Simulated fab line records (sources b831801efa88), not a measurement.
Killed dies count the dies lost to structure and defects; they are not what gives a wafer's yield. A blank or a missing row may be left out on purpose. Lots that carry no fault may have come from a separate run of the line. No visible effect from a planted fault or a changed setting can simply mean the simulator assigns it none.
fab line records | flow sky130
[record] lots = 5 | wafers = 15 | last-day = 50
route steps=708 shown NWELL@61 PAD_OPEN@708
lots that met no fault: from a run of the same line without faults
start-h: hours from the record's first day to the start of the lot's first wafer shown | wait-h: hours since the lot's step before | " repeats the value in the row above | L1.1+2: several wafers, shown together as one row | - no value present, or no start provided | * or withheld: withheld | < > ~ a bound
route shown NAME@n: NAME is a module with steps in the file, n the number in the route of the first one | usual: mean/standard deviation taken from wafers without a fault | same: alike in all rows | chamber/n: place in a boat | sites: the reading at each site | _std_site: their standard deviation | _edge_site: mean of outer sites minus mean of inner sites | radius-mm: for every site, how far away it sits from the centre of the wafer | mask NAME#n: copy n | behind: the last tool/chamber to shape the wafer | hold: cause of the lot's hold/its duration in hours/its outcome | device: transistor that didn't switch, given as n, p or np | end of line: the tests these same wafers got at the end of their route | a step given without rows: its recipe and nothing more | killed: the dies lost at the first sort to structure and to defects; this is not the yield of the wafer | map: shows each die of a wafer: x if killed, . if not, _ if none is there
set.NAME: the run value of the setting; set.NAME@STEP: its run value at that earlier step | model.NAME: the simulator's own value behind a step, which no gauge read
lots at selected steps of the route; one table per step, one row per wafer
services: when a tool's chamber went out of use (start-h, in hours from the record's first day, below 0 if earlier), for how many hours, and the reason
[[steps]]
[step SKY_NWELL_PEB_08]
[recipe] temp-c = 115 | time-s = withheld
[step SKY_NWELL_DEVELOP_09]
[recipe] wall-angle-deg = 90 | developer = TMAH | develop-time-s = 60 | dev-temp-c = 23
[step SKY_NWELL_OVL_MEAS_10]
[usual] NWELL_00_OVL = 0.1/1.5
lot.wafer | tool       | chamber | start-h | wait-h | NWELL_00_OVL[nm]
L696.1    | overlay-01 | -       | 87.23   | -      | -1.7
L696.3    | "          | -       | "       | "      | -0.2
L696.5    | "          | -       | "       | "      | -1.0
L698.1    | overlay-01 | -       | 97.73   | -      | -1.2
L698.5    | "          | -       | "       | "      | -1.2
L698.6    | "          | -       | "       | "      | 0.1
L706.1    | overlay-02 | -       | 146.25  | -      | -0.3
L706.2    | "          | -       | "       | "      | 1.0
L706.6    | "          | -       | "       | "      | 1.4
L716.2    | overlay-01 | -       | 203.94  | -      | -0.7
L716.3    | "          | -       | "       | "      | 0.9
L716.6    | "          | -       | "       | "      | -0.3
L719.2    | overlay-01 | -       | 222.19  | -      | 0.9
L719.3    | "          | -       | "       | "      | 2.0
L719.5    | "          | -       | "       | "      | -0.4
[step SKY_NWELL_IMPLANT_11]
[recipe] species = P | energy-kev = 400 | dose-cm2 = 1.9e+13 | tilt-deg = withheld
[step SKY_NWELL_IMPLANT_12]
[recipe] species = P | energy-kev = 120 | dose-cm2 = 1.3e+12 | tilt-deg = withheld
[step SKY_NWELL_IMPLANT_13]
[recipe] species = P | energy-kev = 50 | dose-cm2 = 7e+11 | tilt-deg = withheld
[step SKY_NWELL_STRIP_14]
[recipe] chemistry = O2/N2 | power-w = 1400 | pressure-mtorr = 1500 | platen-temp-c = withheld | o2-flow-sccm = 3000 | n2-flow-sccm = 300 | overash-fraction = 0.5
[usual] drypump-motor-current-A = 5.6/0.58 | oes-product-au = 0.722/0.0046 | strip-time-to-endpoint-s = 36.97/0.11
lot.wafer | tool            | chamber | start-h | wait-h | drypump-motor-current-A | oes-product-au | rf-hours-counter-h | strip-time-to-endpoint-s
L696.1    | plasma-asher-03 | 0       | 87.71   | 0.1    | 4.7                     | 0.722          | 43                 | 36.87
L696.3    | "               | 1       | "       | "      | 5.9                     | 0.722          | -                  | 37.02
L696.5    | "               | 0       | "       | "      | 4.7                     | 0.720          | -                  | 36.98
L698.1    | plasma-asher-03 | 0       | 98.22   | 0.1    | 4.7                     | 0.714          | 45                 | 36.78
L698.5    | "               | 1       | "       | "      | 5.9                     | 0.722          | -                  | 36.84
L698.6    | "               | 0       | "       | "      | 4.7                     | 0.713          | -                  | 36.83
L706.1    | plasma-asher-04 | 0       | 146.74  | 0.1    | 6.0                     | 0.720          | 3                  | 36.99
L706.2    | "               | 1       | "       | "      | 6.4                     | 0.726          | 3                  | 36.91
L706.6    | "               | 1       | "       | "      | 6.5                     | 0.723          | -                  | 36.85
L716.2    | plasma-asher-02 | 1       | 204.42  | 0.1    | 5.3                     | 0.722          | 56                 | 36.96
L716.3    | "               | 1       | "       | "      | 5.3                     | 0.718          | -                  | 36.90
L716.6    | "               | 1       | "       | "      | 5.2                     | 0.714          | -                  | 36.85
L719.2    | plasma-asher-03 | 1       | 222.67  | 0.1    | 5.9                     | 0.718          | 57                 | 37.14
L719.3    | "               | 1       | "       | "      | 5.8                     | 0.719          | -                  | 37.11
L719.5    | "               | 1       | "       | "      | 5.9                     | 0.722          | -                  | 37.09
[step SKY_NWELL_TW_MEAS_15]
[usual] NWELL_TW = 1808/18
lot.wafer | tool          | chamber | start-h | wait-h | NWELL_TW
L696.1    | film-metro-02 | -       | 87.81   | 0.1    | 1837
L696.3    | "             | -       | "       | "      | 1824
L696.5    | "             | -       | "       | "      | 1831
L698.1    | film-metro-01 | -       | 98.32   | 0.1    | 1804
L698.5    | "             | -       | "       | "      | 1804
L698.6    | "             | -       | "       | "      | 1794
L706.1    | film-metro-04 | -       | 146.84  | 0.1    | 1802
L706.2    | "             | -       | "       | "      | 1811
L706.6    | "             | -       | "       | "      | 1813
L716.2    | film-metro-02 | -       | 204.53  | 0.1    | 1825
L716.3    | "             | -       | "       | "      | 1821
L716.6    | "             | -       | "       | "      | 1824
L719.2    | film-metro-02 | -       | 222.78  | 0.1    | 1830
L719.3    | "             | -       | "       | "      | 1834
L719.5    | "             | -       | "       | "      | 1836
[step SKY_NWELL_DEHYDRATE_16]
[recipe] temp-c = 200 | time-s = 60
[step SKY_NWELL_HMDS_17]
[recipe] prime-time-s = 60 | prime-temp-c = 120
[step SKY_NWELL_COAT_18]
[recipe] spin-rpm = 2000 | resist-thk-nm = 3000
[step SKY_NWELL_SOFTBAKE_19]
[recipe] temp-c = 110 | time-s = withheld
[step SKY_NWELL_EXPOSE_20]
[recipe] mask-id = NWM_COMPLEMENT | na = 0.6 | source-shape = conventional | sigma-outer = 0.6 | polarization = unpolarized | target-cd-nm = 840 | dose-mj = 260
lot.wafer  | tool             | chamber | start-h | wait-h | mask
L696.1+3+5 | iline-stepper-02 | 0       | 96.63   | -      | NWM_COMPLEMENT#0
L698.1+5+6 | iline-stepper-02 | 0       | 106.74  | -      | NWM_COMPLEMENT#0
L706.1+2+6 | iline-stepper-02 | 0       | 155.99  | -      | NWM_COMPLEMENT_R1#0
L716.2+3+6 | iline-stepper-02 | 0       | 215.85  | -      | NWM_COMPLEMENT#0
L719.2+3+5 | iline-stepper-01 | 0       | 234.68  | -      | NWM_COMPLEMENT#0
[step SKY_NWELL_PEB_21]
[recipe] temp-c = 115 | time-s = withheld
[step SKY_PAD_OPEN_PROBE_99]
[usual] killed_at_M0_to_M3 = 43/6.5 | killed_at_M4_up = 3.3/2 | killed-at-contacts = 24/5.2 | killed-at-front-end = 16/4.2 | killed-at-other = 0.3/0.6 | killed-dies = 87/9.3 | killed-open = 47/7.8 | killed-short = 39/6.2
[same] gross-dies = 492 | killed-at-back-side = 0
lot.wafer | tool      | chamber | start-h | wait-h | killed_at_M0_to_M3 | killed_at_M4_up | killed-at-contacts | killed-at-front-end | killed-at-other | killed-dies | killed-open | killed-short | model.etest.pfet_16v.r-on-ohm-um | model.etest.nfet_16v.r-on-ohm-um | model.etest.res-iso-pwell.width-nm | model.etest.res-nwell.line-ohm-um | model.etest.res-nwell.width-nm | model.etest.pfet_16v.drive-ua-um | model.etest.nfet_16v.drive-ua-um | model.etest.iso-nwell-nwell.leak-log10-a-um
L696.1    | prober-01 | -       | 1084.15 | 0.1    | 43                 | 1               | 28                 | 17                  | 0               | 89          | 53          | 36           | 1.525e+04                        | 1.416e+04                        | 2633                               | 1058                              | 849.3                          | 244.4                            | 220.1                            | -13.12
L696.3    | prober-01 | -       | 1084.25 | 0.2    | 38                 | 4               | 27                 | 12                  | 0               | 81          | 42          | 39           | 1.517e+04                        | 1.422e+04                        | 2640                               | 1060                              | 845.8                          | 244.6                            | 216.2                            | -13.01
L696.5    | prober-01 | -       | 1084.35 | 0.2    | 35                 | 1               | 24                 | 21                  | 0               | 81          | 44          | 37           | 1.529e+04                        | 1.423e+04                        | 2639                               | 1054                              | 848.3                          | 245.2                            | 217.6                            | -12.81
L698.1    | prober-01 | -       | 1088.34 | 0.1    | 54                 | 2               | 22                 | 23                  | 2               | 103         | 60          | 43           | 1.528e+04                        | 1.41e+04                         | 2671                               | 1141                              | 828.6                          | 240.4                            | 219.4                            | -13.92
L698.5    | prober-01 | -       | 1088.54 | 0.2    | 47                 | 3               | 28                 | 17                  | 0               | 95          | 56          | 39           | 1.508e+04                        | 1.406e+04                        | 2659                               | 1124                              | 834                            | 241.4                            | 223.8                            | -13.87
L698.6    | prober-01 | -       | 1088.59 | 0.2    | 39                 | 8               | 23                 | 12                  | 0               | 82          | 47          | 35           | 1.575e+04                        | 1.412e+04                        | 2655                               | 1210                              | 839.7                          | 236                              | 221.6                            | -13.76
L706.1    | prober-01 | -       | 1131.14 | 0.1    | 42                 | 5               | 26                 | 19                  | 2               | 94          | 59          | 35           | 1.612e+04                        | 1.327e+04                        | 2493                               | 1023                              | 908.9                          | 224.4                            | 231.3                            | -13.07
L706.2    | prober-01 | -       | 1131.19 | 0.1    | 55                 | 8               | 25                 | 19                  | 0               | 107         | 58          | 49           | 1.61e+04                         | 1.334e+04                        | 2485                               | 1025                              | 905.9                          | 221.7                            | 228.9                            | -13.14
L706.6    | prober-01 | -       | 1131.39 | 0.2    | 56                 | 0               | 18                 | 9                   | 1               | 84          | 43          | 41           | 1.61e+04                         | 1.314e+04                        | 2485                               | 1007                              | 900.6                          | 223.6                            | 230.4                            | -12.67
L716.2    | prober-01 | -       | 1181.60 | 0.1    | 42                 | 4               | 21                 | 19                  | 0               | 86          | 53          | 33           | 1.537e+04                        | 1.433e+04                        | 2638                               | 1075                              | 843                            | 244.4                            | 213.5                            | -12.74
L716.3    | prober-01 | -       | 1181.65 | 0.2    | 40                 | 5               | 29                 | 14                  | 0               | 88          | 38          | 49           | 1.538e+04                        | 1.438e+04                        | 2625                               | 1059                              | 845.7                          | 242.2                            | 211.7                            | -12.55
L716.6    | prober-01 | -       | 1181.80 | 0.2    | 43                 | 4               | 25                 | 17                  | 0               | 89          | 45          | 43           | 1.515e+04                        | 1.419e+04                        | 2628                               | 1050                              | 842.7                          | 244.3                            | 215.4                            | -12.71
L719.2    | prober-02 | -       | 1193.14 | 0.1    | 41                 | 2               | 36                 | 18                  | 0               | 97          | 57          | 40           | 1.497e+04                        | 1.397e+04                        | 2652                               | 1133                              | 834.6                          | 245.6                            | 224.5                            | -13.6
L719.3    | prober-02 | -       | 1193.19 | 0.2    | 45                 | 4               | 17                 | 20                  | 0               | 86          | 47          | 39           | 1.577e+04                        | 1.42e+04                         | 2643                               | 1193                              | 842.6                          | 237.6                            | 220.2                            | -13.82
L719.5    | prober-02 | -       | 1193.29 | 0.2    | 48                 | 2               | 25                 | 15                  | 0               | 90          | 55          | 35           | 1.522e+04                        | 1.407e+04                        | 2641                               | 1171                              | 842.3                          | 242.3                            | 220.1                            | -13.66
// killed by level:class
L696.1 CONTACT:geometric-particle:open=13 VIA1:geometric-particle:open=10 VIA2:geometric-particle:short=7 LI_CONTACT:geometric-particle:open=7 VIA2:geometric-particle:open=7 METAL2:geometric-particle:short=5 FIELD_ISO:geometric-particle:short=4 CONTACT:geometric-particle:short=4
L696.3 VIA1:geometric-particle:open=13 CONTACT:geometric-particle:open=10 CONTACT:geometric-particle:short=6 METAL1:geometric-particle:short=6 VIA2:geometric-particle:short=6 LI_CONTACT:geometric-particle:open=5 VIA3:geometric-particle:open=5 FIELD_ISO:geometric-particle:short=4
L696.5 LI_CONTACT:geometric-particle:open=8 VIA3:geometric-particle:open=8 CONTACT:geometric-particle:short=7 POLY_GATE:geometric-particle:open=6 FIELD_ISO:geometric-particle:open=5 VIA1:geometric-particle:open=5 METAL1:geometric-particle:short=5 VIA1:geometric-particle:short=5
L698.1 VIA1:geometric-particle:open=19 FIELD_ISO:geometric-particle:short=10 FIELD_ISO:geometric-particle:open=7 LI_CONTACT:geometric-particle:open=7 CONTACT:geometric-particle:open=7 VIA3:geometric-particle:open=7 METAL2:geometric-particle:short=6 METAL1:geometric-particle:short=5
L698.5 CONTACT:geometric-particle:open=13 VIA1:geometric-particle:open=13 VIA3:geometric-particle:open=7 FIELD_ISO:geometric-particle:short=6 LI_CONTACT:geometric-particle:open=6 METAL1:geometric-particle:short=6 VIA2:geometric-particle:open=5 METAL2:geometric-particle:short=4
L698.6 VIA3:geometric-particle:open=12 LI_CONTACT:geometric-particle:open=7 CONTACT:geometric-particle:open=7 METAL2:geometric-particle:short=7 VIA3:geometric-particle:short=5 LOCAL_INTERCONNECT:geometric-particle:short=5 METAL4:geometric-particle:short=5 POLY_GATE:geometric-particle:open=4
L706.1 CONTACT:geometric-particle:open=14 VIA1:geometric-particle:open=10 LI_CONTACT:geometric-particle:open=9 VIA1:geometric-particle:short=8 VIA2:geometric-particle:open=7 POLY_GATE:geometric-particle:short=5 VIA3:geometric-particle:open=5 POLY_GATE:geometric-particle:open=4
L706.2 VIA1:geometric-particle:open=14 VIA2:geometric-particle:short=8 VIA3:geometric-particle:open=7 LI_CONTACT:geometric-particle:open=6 CONTACT:geometric-particle:open=6 FIELD_ISO:geometric-particle:short=5 METAL1:geometric-particle:short=5 VIA2:geometric-particle:open=5
L706.6 VIA1:geometric-particle:open=15 VIA1:geometric-particle:short=8 CONTACT:geometric-particle:open=7 VIA3:geometric-particle:short=7 METAL1:geometric-particle:short=6 METAL2:geometric-particle:short=6 LI_CONTACT:geometric-particle:open=5 VIA2:geometric-particle:open=5
L716.2 VIA1:geometric-particle:open=14 VIA2:geometric-particle:open=8 METAL1:geometric-particle:short=6 LI_CONTACT:geometric-particle:open=6 CONTACT:geometric-particle:open=6 POLY_GATE:geometric-particle:short=5 CONTACT:geometric-particle:short=5 VIA3:geometric-particle:open=5
L716.3 VIA1:geometric-particle:open=12 LOCAL_INTERCONNECT:geometric-particle:short=10 CONTACT:geometric-particle:open=8 METAL1:geometric-particle:short=7 METAL2:geometric-particle:short=7 FIELD_ISO:geometric-particle:short=6 LI_CONTACT:geometric-particle:open=5 METAL4:geometric-particle:short=5
L716.6 FIELD_ISO:geometric-particle:open=7 LI_CONTACT:geometric-particle:open=7 FIELD_ISO:geometric-particle:short=6 CONTACT:geometric-particle:open=6 VIA3:geometric-particle:open=6 VIA1:geometric-particle:open=6 METAL1:geometric-particle:short=5 VIA1:geometric-particle:short=5
L719.2 LI_CONTACT:geometric-particle:open=13 CONTACT:geometric-particle:open=12 LOCAL_INTERCONNECT:geometric-particle:short=7 METAL1:geometric-particle:short=7 FIELD_ISO:geometric-particle:open=6 METAL2:geometric-particle:open=5 VIA3:geometric-particle:open=5 FIELD_ISO:geometric-particle:short=4
L719.3 VIA1:geometric-particle:open=9 CONTACT:geometric-particle:open=7 VIA1:geometric-particle:short=7 VIA2:geometric-particle:open=6 VIA3:geometric-particle:open=6 FIELD_ISO:geometric-particle:short=5 FIELD_ISO:geometric-particle:open=5 POLY_GATE:geometric-particle:open=5
L719.5 CONTACT:geometric-particle:open=12 VIA3:geometric-particle:open=9 VIA1:geometric-particle:open=8 FIELD_ISO:geometric-particle:open=6 LI_CONTACT:geometric-particle:open=6 VIA1:geometric-particle:short=6 VIA2:geometric-particle:open=6 METAL1:geometric-particle:short=5
[[services]]
tool             | chamber | start-h | hours | kind
plasma-asher-04  | -       | 68.97   | 10.0  | repair
iline-stepper-02 | -       | 74.51   | 1.7   | pm
iline-stepper-01 | -       | 91.53   | 2.6   | repair
iline-stepper-02 | -       | 97.28   | 7.9   | repair
plasma-asher-04  | -       | 108.75  | 9.0   | pm
plasma-asher-04  | 0       | 108.75  | 9.0   | vent-cycle
plasma-asher-04  | 1       | 108.75  | 9.0   | vent-cycle
plasma-asher-04  | 0       | 117.75  | -     | clean
plasma-asher-04  | 1       | 117.75  | -     | clean
plasma-asher-03  | -       | 145.03  | 2.8   | pm
iline-stepper-02 | 0       | 158.55  | -     | calibration
iline-stepper-01 | -       | 160.33  | 4.3   | pm
plasma-asher-02  | -       | 168.98  | 0.7   | repair
plasma-asher-04  | -       | 203.15  | 1.4   | repair
iline-stepper-01 | -       | 212.84  | 1.7   | pm
iline-stepper-01 | 0       | 225.84  | -     | calibration
[[key]]
[first-sign] step = SKY_NWELL_EXPOSE_20 | reading = mask | direction = changed
effect none on later readings
[model-effect] step = SKY_PAD_OPEN_PROBE_99 | value = etest.pfet_16v.r-on-ohm-um | without = 1.485e+04 | struck = 1.611e+04
met-at SKY_NWELL_EXPOSE_20
struck-wafers L706.1,L706.2,L706.6
tester-left-out L706
onset-between 106.74 155.99
[fault] kind = wrong-mask | tool = any | chamber = - | onset-h = 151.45 | steps = SKY_NWELL_EXPOSE_20 | aux-copy = NWM_COMPLEMENT_R1#0 | cd-offset-nm = -168 | scope = struck-lots-only
// tester-left-out: of these lots the tester's yield and bins aren't shown, on N5 and GAA mostly nor the transistor test; their killed dies are dies lost to structure and defects alone, not to doping, threshold or leakage, so they don't give the yield
